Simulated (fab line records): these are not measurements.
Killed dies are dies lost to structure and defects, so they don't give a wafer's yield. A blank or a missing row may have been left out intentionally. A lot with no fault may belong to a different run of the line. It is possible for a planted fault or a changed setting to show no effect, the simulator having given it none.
fab line records	flow gf180mcu	part 1 of 2: steps 1 to 43 of 44
record lots=6	wafers=18	lastDay=33
route steps=602 shown V1@354 M2@362 V2@382 PASSIVATION@602
lots that met no fault: from a run of the same line without faults
startH: hours from the record's opening day to when the first of the lot's shown wafers began	waitH: hours from the lot's prior step to this one	" same as the row above	L1.1+2: one row covering several wafers at once	- no value, or no start was given	* or withheld: withheld	< > ~ a bound
route shown NAME@n: NAME is a module with steps in the file, n the number in the route of the first one	usual: mean and standard deviation over wafers with no fault	same: alike in all rows	chamber/n: place in a boat	sites: the reading at each site	_std_site: their standard deviation	_edge_site: outer sites' mean less inner sites'	radiusMm: for every site, how far away it sits from the centre of the wafer	mask NAME#n: copy n	behind: tool/chamber where the wafer was last shaped	hold: cause of the lot's hold/its duration in hours/its outcome	device: whichever transistor did not switch (one of n, p or np)	end of line: the same wafers' tests at the end of the route	a step given without rows: its recipe and nothing more	killed: at the first sort, the dies lost to defects and structure; wafer yield is something else	map: shows each die of a wafer: x if killed, . if not, _ if none is there
set.NAME: setting as actually run; set.NAME@STEP: the setting as run at that earlier step	model.NAME: the simulator's own value behind a step, which no gauge read
certain route steps with their lots: each step a table, each wafer a row
services: when a tool's chamber went out of use (startH, in hours from the record's first day, below 0 if earlier), for how many hours, and the reason
## steps
# step GF_V1_STRIP_19
# recipe chemistry=postEtchResidueRemover	timeS=1200	tempC=72.5
# step GF_V1_CLEAN_20
# recipe chemistry=DIW	dry=n2Spin
# step GF_V1_SPUTTER_21
# recipe material=Ti	targetThkNm=15	chamberPressurePa=5	powerW=2500	substrateTempC=200	timeS=80.02
# step GF_V1_SPUTTER_22
# recipe material=TiN	targetThkNm=10	chamberPressurePa=5	powerW=4000	timeS=40
# usual throttleValvePct=29.8/1.3
lot.wafer	tool	chamber	startH	waitH	throttleValvePct
L642.1	pvdSputter-03	-	412.90	0.0	30.3
L642.2	"	-	"	"	30.3
L642.6	"	-	"	"	30.1
L650.3	pvdSputter-03	-	489.47	0.0	28.6
L650.4	"	-	"	"	30.0
L650.5	"	-	"	"	28.2
L656.1	pvdSputter-01	-	533.22	0.0	27.2
L656.5	"	-	"	"	27.1
L656.6	"	-	"	"	30.3
L654.4	pvdSputter-01	-	539.42	0.0	27.3
L654.5	"	-	"	"	31.5
L654.6	"	-	"	"	30.3
L658.1	pvdSputter-01	-	555.75	0.0	28.8
L658.4	"	-	"	"	27.6
L658.5	"	-	"	"	30.3
L661.2	pvdSputter-01	-	574.81	0.0	30.1
L661.3	"	-	"	"	28.7
L661.5	"	-	"	"	31.4
# step GF_V1_CVD_23
# recipe material=W	targetThkNm=350	timeS=105.05	tempC=400	pressureTorr=40
# usual heaterPowerW=769/79	susceptorTempC=400.00/0.23
lot.wafer	tool	chamber	startH	waitH	heaterPowerW	susceptorTempC
L642.1	cvdW-01	0	412.94	0.0	889	399.84
L642.2	"	1	"	"	785	399.78
L642.6	"	0	"	"	837	399.82
L650.3	cvdW-02	1	489.55	0.1	670	399.99
L650.4	"	0	"	"	796	399.83
L650.5	"	0	"	"	811	399.67
L656.1	cvdW-02	1	533.26	0.0	685	400.28
L656.5	"	0	"	"	798	400.62
L656.6	"	1	"	"	659	400.05
L654.4	cvdW-01	1	539.48	0.0	747	400.40
L654.5	"	1	"	"	754	400.34
L654.6	"	0	"	"	876	400.23
L658.1	cvdW-02	1	555.79	0.0	668	399.90
L658.4	"	0	"	"	809	400.03
L658.5	"	0	"	"	815	400.28
L661.2	cvdW-02	1	574.89	0.1	673	399.69
L661.3	"	1	"	"	670	399.60
L661.5	"	1	"	"	662	399.79
# step GF_V1_RS_MEAS_24
# recipe thkMeasGauge=four-point-probe	reads=W_of_V1_CVD_23+TiN_of_V1_SPUTTER_22+Ti_of_V1_SPUTTER_21
# usual V1_W_RS=0.3314/0.003
lot.wafer	tool	chamber	startH	waitH	V1_W_RS[ohm/sq]
L642.1	filmMetro-02	-	413.05	0.1	0.3335
L642.2	"	-	"	"	0.3318
L642.6	"	-	"	"	0.3289
L650.3	filmMetro-01	-	489.67	0.1	0.3263
L650.4	"	-	"	"	0.3323
L650.5	"	-	"	"	0.3309
L656.1	filmMetro-04	-	533.37	0.1	0.3268
L656.5	"	-	"	"	0.3364
L656.6	"	-	"	"	0.3299
L654.4	filmMetro-04	-	539.62	0.1	0.3342
L654.5	"	-	"	"	0.3300
L654.6	"	-	"	"	0.3388
L658.1	filmMetro-02	-	555.90	0.1	0.3311
L658.4	"	-	"	"	0.3318
L658.5	"	-	"	"	0.3348
L661.2	filmMetro-01	-	575.09	0.2	0.3290
L661.3	"	-	"	"	0.3309
L661.5	"	-	"	"	0.3301
# step GF_V1_THK_MEAS_25
# recipe thkMeasGauge=xrf	reads=W_of_V1_CVD_23
# usual V1_W_THK=351/4.4
lot.wafer	tool	chamber	startH	waitH	V1_W_THK[nm]
L642.1	filmMetro-02	-	413.17	0.1	349
L642.2	"	-	"	"	348
L642.6	"	-	"	"	352
L650.3	filmMetro-01	-	489.77	0.1	355
L650.4	"	-	"	"	348
L650.5	"	-	"	"	352
L656.1	filmMetro-04	-	533.49	0.1	358
L656.5	"	-	"	"	349
L656.6	"	-	"	"	355
L654.4	filmMetro-04	-	539.71	0.1	350
L654.5	"	-	"	"	355
L654.6	"	-	"	"	342
L658.1	filmMetro-02	-	556.02	0.1	346
L658.4	"	-	"	"	345
L658.5	"	-	"	"	343
L661.2	filmMetro-01	-	575.20	0.1	351
L661.3	"	-	"	"	349
L661.5	"	-	"	"	348
# step GF_V1_CMP_26
# recipe stopOn=SiO2	downForcePsi=3.5	platenRpm=60	tOverpolishS=15	targetThkNm=0	padVelocityMS=0.94248
# usual motorCurrentA=11.2/1.5	overpolishRunS=15.000/0.0085	slurryFlowMlMin=150.0/0.49	timeToEndpointS=83/4
lot.wafer	tool	chamber	startH	waitH	motorCurrentA	overpolishRunS	slurryFlowMlMin	timeToEndpointS
L642.1	cmp-02	0	413.28	0.1	9.7	15.002	150.4	78
L642.2	"	1	"	"	12.1	15.005	149.6	81
L642.6	"	0	"	"	9.4	14.989	149.9	79
L650.3	cmp-01	1	489.86	0.1	11.1	14.995	149.7	87
L650.4	"	3	"	"	11.5	15.007	150.6	91
L650.5	"	1	"	"	10.9	14.992	150.3	85
L656.1	cmp-01	0	533.70	0.2	9.8	14.994	149.6	86
L656.5	"	1	"	"	11.0	15.000	150.4	88
L656.6	"	2	"	"	9.7	15.010	150.5	87
L654.4	cmp-01	0	539.84	0.1	9.9	14.994	150.6	83
L654.6	"	2	"	"	10.1	14.991	149.9	86
L654.5	"	3	"	"	11.8	15.022	150.3	89
L658.1	cmp-02	2	556.08	0.1	10.4	14.998	149.5	81
L658.4	"	0	"	"	9.5	14.994	150.0	81
L658.5	"	2	"	"	10.5	15.000	149.6	80
L661.3	cmp-02	0	575.29	0.1	9.1	15.001	150.0	74
L661.2	"	2	"	"	10.7	15.015	150.5	80
L661.5	"	0	"	"	9.2	15.007	150.8	75
# step GF_M2_SPUTTER_00
# recipe material=Ti	targetThkNm=37.5	arrivingIonEnergyEv=80	substrateTempC=200	chamberPressurePa=2	powerW=4000	timeS=150
# step GF_M2_SPUTTER_01
# recipe material=TiN	targetThkNm=30	powerW=6500	timeS=25	chamberPressurePa=0.4
# step GF_M2_SPUTTER_02
# recipe material=AlCu	targetThkNm=450	powerW=10600	timeS=23.9	chamberPressurePa=0.4
# step GF_M2_SPUTTER_03
# recipe material=Ti	targetThkNm=10	substrateTempC=300	chamberPressurePa=0.3	powerW=3000	timeS=6.7
# usual throttleValvePct=29.5/1.5
lot.wafer	tool	chamber	startH	waitH	throttleValvePct
L642.1	pvdSputter-04	-	413.69	0.0	29.7
L642.2	"	-	"	"	28.8
L642.6	"	-	"	"	32.3
L650.3	pvdSputter-01	-	490.27	0.0	27.3
L650.4	"	-	"	"	31.3
L650.5	"	-	"	"	30.1
L656.1	pvdSputter-04	-	534.01	0.0	32.5
L656.5	"	-	"	"	29.9
L656.6	"	-	"	"	28.4
L654.4	pvdSputter-04	-	540.20	0.0	29.5
L654.5	"	-	"	"	29.7
L654.6	"	-	"	"	28.5
L658.1	pvdSputter-02	-	556.54	0.0	28.2
L658.4	"	-	"	"	29.7
L658.5	"	-	"	"	29.8
L661.2	pvdSputter-02	-	575.75	0.0	28.2
L661.3	"	-	"	"	29.6
L661.5	"	-	"	"	29.4
# step GF_M2_SPUTTER_04
# recipe material=TiN	targetThkNm=50	powerW=6500	timeS=41.7	chamberPressurePa=0.4
# usual throttleValvePct=29.5/1.5
lot.wafer	tool	chamber	startH	waitH	throttleValvePct	model.TiN_of_M2_SPUTTER_04.thkNm
L642.1	pvdSputter-04	-	413.71	0.0	30.0	50.46
L642.2	"	-	"	"	28.6	50.36
L642.6	"	-	"	"	32.2	50.59
L650.3	pvdSputter-01	-	490.29	0.0	27.6	49.57
L650.4	"	-	"	"	31.5	49.77
L650.5	"	-	"	"	30.0	49.44
L656.1	pvdSputter-04	-	534.03	0.0	32.3	50.41
L656.5	"	-	"	"	29.7	50.21
L656.6	"	-	"	"	28.4	28.34
L654.4	pvdSputter-04	-	540.22	0.0	29.7	50.99
L654.5	"	-	"	"	29.8	49.25
L654.6	"	-	"	"	28.2	28.44
L658.1	pvdSputter-02	-	556.56	0.0	28.4	51.29
L658.4	"	-	"	"	29.6	51.54
L658.5	"	-	"	"	29.9	51.37
L661.2	pvdSputter-02	-	575.77	0.0	28.3	49.76
L661.3	"	-	"	"	29.6	50.39
L661.5	"	-	"	"	29.4	50.24
# step GF_M2_RS_MEAS_05
# recipe thkMeasGauge=four-point-probe	reads=TiN_of_M2_SPUTTER_04+Ti_of_M2_SPUTTER_03+AlCu_of_M2_SPUTTER_02+TiN_of_M2_SPUTTER_01+Ti_of_M2_SPUTTER_00
# usual M2_ALCU_RS=0.0691/0.00064
lot.wafer	tool	chamber	startH	waitH	M2_ALCU_RS[ohm/sq]
L642.1	filmMetro-02	-	413.75	0.0	0.0688
L642.2	"	-	"	"	0.0688
L642.6	"	-	"	"	0.0688
L650.3	filmMetro-02	-	490.37	0.1	0.0693
L650.4	"	-	"	"	0.0682
L650.5	"	-	"	"	0.0685
L656.1	filmMetro-02	-	534.07	0.0	0.0684
L656.5	"	-	"	"	0.0683
L656.6	"	-	"	"	0.0685
L654.4	filmMetro-03	-	540.32	0.1	0.0689
L654.5	"	-	"	"	0.0689
L654.6	"	-	"	"	0.0697
L658.1	filmMetro-03	-	556.60	0.0	0.0685
L658.4	"	-	"	"	0.0691
L658.5	"	-	"	"	0.0692
L661.2	filmMetro-03	-	575.83	0.0	0.0686
L661.3	"	-	"	"	0.0682
L661.5	"	-	"	"	0.0691
# step GF_M2_THK_MEAS_06
# recipe thkMeasGauge=xrf	reads=AlCu_of_M2_SPUTTER_02
# usual M2_ALCU_THK=447/4.6
lot.wafer	tool	chamber	startH	waitH	M2_ALCU_THK[nm]
L642.1	filmMetro-02	-	413.87	0.1	449
L642.2	"	-	"	"	447
L642.6	"	-	"	"	448
L650.3	filmMetro-02	-	490.47	0.1	445
L650.4	"	-	"	"	453
L650.5	"	-	"	"	450
L656.1	filmMetro-02	-	534.19	0.1	451
L656.5	"	-	"	"	455
L656.6	"	-	"	"	471
L654.4	filmMetro-03	-	540.41	0.1	446
L654.5	"	-	"	"	448
L654.6	"	-	"	"	461
L658.1	filmMetro-03	-	556.72	0.1	449
L658.4	"	-	"	"	444
L658.5	"	-	"	"	444
L661.2	filmMetro-03	-	575.94	0.1	451
L661.3	"	-	"	"	450
L661.5	"	-	"	"	447
# step GF_M2_DEHYDRATE_07
# recipe tempC=200	timeS=60
# step GF_M2_HMDS_08
# recipe primeTimeS=60	primeTempC=120
# step GF_M2_COAT_09
# recipe resist=KrF	spinRpm=withheld	resistThkNm=1000
# step GF_M2_SOFTBAKE_10
# recipe tempC=130	timeS=60	resist=KrF
# step GF_M2_EXPOSE_11
# recipe maskId=Metal2	targetCdNm=280	na=0.68	sourceShape=conventional	sigmaOuter=0.6	doseMj=28
# step GF_M2_PEB_12
# recipe pebTempC=135	pebTimeS=90	resist=KrF
# step GF_M2_DEVELOP_13
# recipe developTimeS=60	devTempC=21
# step GF_M2_CD_MEAS_14
# recipe targetCdNm=280
# usual cdNm=280.4/1.3
lot.wafer	tool	chamber	startH	waitH	cdNm
L642.1	cdSem-01	-	438.04	0.1	281.0
L642.2	"	-	"	"	282.1
L642.6	"	-	"	"	280.7
L650.3	cdSem-02	-	514.43	0.1	280.1
L650.4	"	-	"	"	279.4
L650.5	"	-	"	"	279.4
L656.1	cdSem-01	-	555.79	0.1	278.5
L656.5	"	-	"	"	278.5
L656.6	"	-	"	"	278.5
L654.4	cdSem-01	-	562.00	0.1	280.9
L654.5	"	-	"	"	280.1
L654.6	"	-	"	"	280.7
L658.1	cdSem-02	-	577.97	0.1	278.8
L658.4	"	-	"	"	280.6
L658.5	"	-	"	"	279.1
L661.2	cdSem-02	-	596.66	0.1	278.8
L661.3	"	-	"	"	279.8
L661.5	"	-	"	"	279.2
# step GF_M2_OVL_MEAS_15
# usual M2_OVL=0/5.1
lot.wafer	tool	chamber	startH	waitH	M2_OVL[nm]
L642.1	overlay-01	-	438.16	0.1	-7
L642.2	"	-	"	"	-5
L642.6	"	-	"	"	-6
L650.3	overlay-02	-	514.52	0.1	0
L650.4	"	-	"	"	5
L650.5	"	-	"	"	-6
L656.1	overlay-02	-	555.91	0.1	7
L656.5	"	-	"	"	5
L656.6	"	-	"	"	1
L654.4	overlay-01	-	562.07	0.1	-2
L654.5	"	-	"	"	2
L654.6	"	-	"	"	-4
L658.1	overlay-02	-	578.09	0.1	-6
L658.4	"	-	"	"	-1
L658.5	"	-	"	"	-5
L661.2	overlay-01	-	596.76	0.1	3
L661.3	"	-	"	"	-2
L661.5	"	-	"	"	4
# step GF_M2_METAL_ETCH_16
# recipe chemistry=Cl2/BCl3	maskMaterial=KrF	targetDepthNm=627.5	stopOn=SiO2	pressureMtorr=8	icpW=800	biasW=140	Cl2_flow_sccm=80	bcl3FlowSccm=40	timeS=104.6
# usual bcl3FlowSccm=40.01/0.1	drypumpMotorCurrentA=5.7/0.33	oesProductAu=0.974/0.0059	throttleValvePct=28.247/0.0097
lot.wafer	tool	chamber	startH	waitH	bcl3FlowSccm	drypumpMotorCurrentA	oesProductAu	rfHoursCounterH	throttleValvePct
L642.1	rieMetal-01	1	438.19	0.0	39.88	5.5	0.974	4	28.247
L642.2	"	0	"	"	40.04	6.1	0.975	8	28.251
L642.6	"	0	"	"	40.05	6.1	0.981	-	28.243
L650.3	rieMetal-01	0	514.58	0.1	39.93	6.0	0.973	-	28.242
L650.4	"	1	"	"	40.09	5.5	0.978	-	28.253
L650.5	"	0	"	"	40.09	6.1	0.978	-	28.261
L656.1	rieMetal-02	0	555.94	0.0	40.07	6.0	0.987	1	28.254
L656.5	"	0	"	"	40.14	6.0	0.977	-	28.237
L656.6	"	1	"	"	39.97	5.0	0.958	-	28.263
L654.4	rieMetal-03	1	562.13	0.0	40.04	5.5	0.965	-	28.235
L654.5	"	0	"	"	39.80	5.8	0.972	-	28.255
L654.6	"	1	"	"	39.98	5.5	0.951	-	28.270
L658.1	rieMetal-02	1	578.13	0.0	40.12	4.9	0.974	9	28.240
L658.4	"	1	"	"	40.20	4.9	0.975	-	28.253
L658.5	"	0	"	"	40.06	6.0	0.978	-	28.264
L661.2	rieMetal-02	1	596.79	0.0	39.96	4.9	0.971	10	28.249
L661.3	"	0	"	"	40.08	6.0	0.982	-	28.226
L661.5	"	1	"	"	40.04	4.9	0.971	-	28.259
# step GF_M2_STRIP_17
# recipe chemistry=O2/N2	powerW=1400	pressureMtorr=1500	platenTempC=250	o2FlowSccm=3000	n2FlowSccm=300	overashFraction=0.5
# usual drypumpMotorCurrentA=5.6/0.4	heaterPowerW=352/25	n2FlowSccm=299.8/0.81	oesProductAu=0.558/0.0049	stripTimeToEndpointS=7.88/0.04
lot.wafer	tool	chamber	startH	waitH	drypumpMotorCurrentA	heaterPowerW	n2FlowSccm	oesProductAu	rfHoursCounterH	stripTimeToEndpointS
L642.1	plasmaAsher-02	0	438.31	0.1	6.0	355	300.4	0.558	61	7.86
L642.2	"	1	"	"	5.6	332	299.6	0.554	61	7.88
L642.6	"	0	"	"	6.0	361	299.6	0.555	-	7.88
L650.3	plasmaAsher-02	0	514.69	0.1	6.0	359	300.1	0.556	-	7.83
L650.4	"	1	"	"	5.6	323	300.2	0.556	-	7.86
L650.5	"	0	"	"	6.0	357	300.3	0.564	-	7.85
L656.1	plasmaAsher-04	1	556.05	0.1	5.8	374	300.6	0.554	12	7.82
L656.5	"	1	"	"	5.8	380	299.5	0.556	-	7.84
L656.6	"	0	"	"	4.9	336	299.6	0.560	-	7.92
L654.4	plasmaAsher-02	1	562.24	0.1	5.6	325	300.3	0.561	-	7.87
L654.5	"	1	"	"	5.6	337	298.5	0.557	-	7.96
L654.6	"	0	"	"	6.0	360	298.1	0.558	-	7.89
L658.1	plasmaAsher-04	1	578.24	0.1	5.8	386	299.9	0.565	14	7.91
L658.4	"	0	"	"	4.8	331	299.0	0.563	-	7.92
L658.5	"	0	"	"	4.9	338	299.8	0.551	-	7.86
L661.2	plasmaAsher-04	1	596.90	0.1	5.8	387	300.1	0.557	16	7.89
L661.3	"	0	"	"	4.9	338	301.4	0.562	-	7.84
L661.5	"	0	"	"	4.9	338	301.0	0.564	-	7.90
# step GF_M2_STRIP_18
# recipe chemistry=postEtchResidueRemover	timeS=1200	tempC=72.5
# step GF_M2_CLEAN_19
# recipe chemistry=DIW	dry=n2Spin
# step GF_V2_CVD_00
# recipe material=SiO2	targetThkNm=600	sigmaOpenFrac=0.3	tempC=400	timeS=100	sih4FlowSccm=60	pressureMtorr=6
# step GF_V2_THK_MEAS_01
# recipe reads=SiO2_of_V2_CVD_00
# usual V2_CVD_00_THK=598/6.3
lot.wafer	tool	chamber	startH	waitH	V2_CVD_00_THK[nm]
L642.1	filmMetro-04	-	439.00	0.0	593
L642.2	"	-	"	"	598
L642.6	"	-	"	"	585
L650.3	filmMetro-04	-	515.28	0.1	588
L650.4	"	-	"	"	593
L650.5	"	-	"	"	601
L656.1	filmMetro-04	-	556.66	0.0	606
L656.5	"	-	"	"	598
L656.6	"	-	"	"	612
L654.4	filmMetro-02	-	562.84	0.0	609
L654.5	"	-	"	"	593
L654.6	"	-	"	"	606
L658.1	filmMetro-03	-	578.85	0.0	599
L658.4	"	-	"	"	608
L658.5	"	-	"	"	608
L661.2	filmMetro-04	-	597.53	0.0	597
L661.3	"	-	"	"	603
L661.5	"	-	"	"	599
# step GF_V2_CVD_02
# recipe material=SiO2	targetThkNm=850	precursor=TEOS	tempC=400	timeS=94.851	rfW=600
# step GF_V2_THK_MEAS_03
# recipe reads=SiO2_of_V2_CVD_02
# usual V2_CVD_02_THK=846/11
lot.wafer	tool	chamber	startH	waitH	V2_CVD_02_THK[nm]
L642.1	filmMetro-02	-	439.13	0.0	836
L642.2	"	-	"	"	824
L642.6	"	-	"	"	849
L650.3	filmMetro-03	-	515.41	0.1	846
L650.4	"	-	"	"	851
L650.5	"	-	"	"	866
L656.1	filmMetro-02	-	556.79	0.0	828
L656.5	"	-	"	"	839
L656.6	"	-	"	"	847
L654.4	filmMetro-04	-	562.97	0.0	854
L654.5	"	-	"	"	857
L654.6	"	-	"	"	858
L658.1	filmMetro-03	-	578.98	0.0	857
L658.4	"	-	"	"	857
L658.5	"	-	"	"	859
L661.2	filmMetro-03	-	597.66	0.0	856
L661.3	"	-	"	"	839
L661.5	"	-	"	"	850
# step GF_V2_CMP_04
# recipe material=SiO2	downForcePsi=4	platenRpm=60	padVelocityMS=0.94248
# step GF_V2_BOW_MEAS_05
# recipe mode=bow
# usual V2_BOW=98/8.3
lot.wafer	tool	chamber	startH	waitH	V2_BOW[um]
L642.1	filmMetro-03	-	439.49	0.1	90
L642.2	"	-	"	"	103
L642.6	"	-	"	"	91
L650.3	filmMetro-02	-	515.79	0.2	104
L650.4	"	-	"	"	92
L650.5	"	-	"	"	99
L656.1	filmMetro-02	-	557.15	0.1	98
L656.5	"	-	"	"	102
L656.6	"	-	"	"	107
L654.4	filmMetro-02	-	563.36	0.3	105
L654.5	"	-	"	"	109
L654.6	"	-	"	"	105
L658.1	filmMetro-02	-	579.36	0.2	86
L658.4	"	-	"	"	97
L658.5	"	-	"	"	96
L661.2	filmMetro-04	-	598.03	0.1	88
L661.3	"	-	"	"	82
L661.5	"	-	"	"	90
# step GF_V2_DEHYDRATE_06
# recipe tempC=200	timeS=60
# step GF_V2_HMDS_07
# recipe primeTimeS=60	primeTempC=120
# step GF_V2_COAT_08
# recipe resist=BARC	tempC=withheld	timeS=withheld	spinRpm=withheld	resistThkNm=withheld
# step GF_V2_COAT_09
# recipe resist=KrF	spinRpm=withheld	resistThkNm=1000
# step GF_V2_SOFTBAKE_10
# recipe tempC=130	timeS=60	resist=KrF
# step GF_V2_EXPOSE_11
# recipe maskId=Via2	targetCdNm=260	na=0.68	sourceShape=conventional	sigmaOuter=0.6	doseMj=38
# step GF_V2_PEB_12
# recipe pebTempC=135	pebTimeS=90	resist=KrF
# step GF_V2_DEVELOP_13
# recipe developTimeS=60	resist=KrF	devTempC=21
# step GF_V2_STRIP_19
# recipe chemistry=postEtchResidueRemover	timeS=1200	tempC=72.5
lot.wafer	tool	chamber	startH	waitH	model.TiN_of_M2_SPUTTER_04.thkNm
L642.1	wetBench-03	0	464.36	0.1	49.62
L642.2	"	0	"	"	49.52
L642.6	"	0	"	"	49.76
L650.3	wetBench-03	3	538.91	0.0	48.73
L650.4	"	3	"	"	48.93
L650.5	"	3	"	"	48.6
L656.1	wetBench-01	3	578.62	0.1	49.56
L656.5	"	3	"	"	49.36
L656.6	"	3	"	"	27.49
L654.4	wetBench-01	0	585.21	0.0	50.15
L654.5	"	0	"	"	48.41
L654.6	"	0	"	"	27.6
L658.1	wetBench-02	0	600.91	0.1	50.45
L658.4	"	0	"	"	50.7
L658.5	"	0	"	"	50.53
L661.2	wetBench-03	2	619.16	0.1	48.93
L661.3	"	2	"	"	49.56
L661.5	"	2	"	"	49.41
## key
firstSign step=GF_M2_THK_MEAS_06	reading=M2_ALCU_THK	direction=up	sigmas=4.2	usual=447	struck=466
effect step=GF_M2_METAL_ETCH_16	reading=oesProductAu	direction=down	sigmas=3.4	usual=0.974	struck=0.954
modelEffect step=GF_M2_SPUTTER_04	value=TiN_of_M2_SPUTTER_04.thkNm	without=50.16	struck=28.39
modelEffect step=GF_V2_STRIP_19	value=TiN_of_M2_SPUTTER_04.thkNm	without=49.32	struck=27.55
modelEffect step=GF_PASSIVATION_PROBE_99	value=etest.via2Chain.rcOhm	without=6.216	struck=5.862
metAt GF_M2_SPUTTER_04
struckWafers L654.6,L656.6
onsetBetween 413.71 534.03
fault kind=processParameterDrift	tool=pvdSputter-04	chamber=-	onsetH=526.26	steps=GF_M2_SPUTTER_04	channel=timeS	offset=*	shape=step	endH=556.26	actsIn=*	stated=*	scope=struckWafersOnly
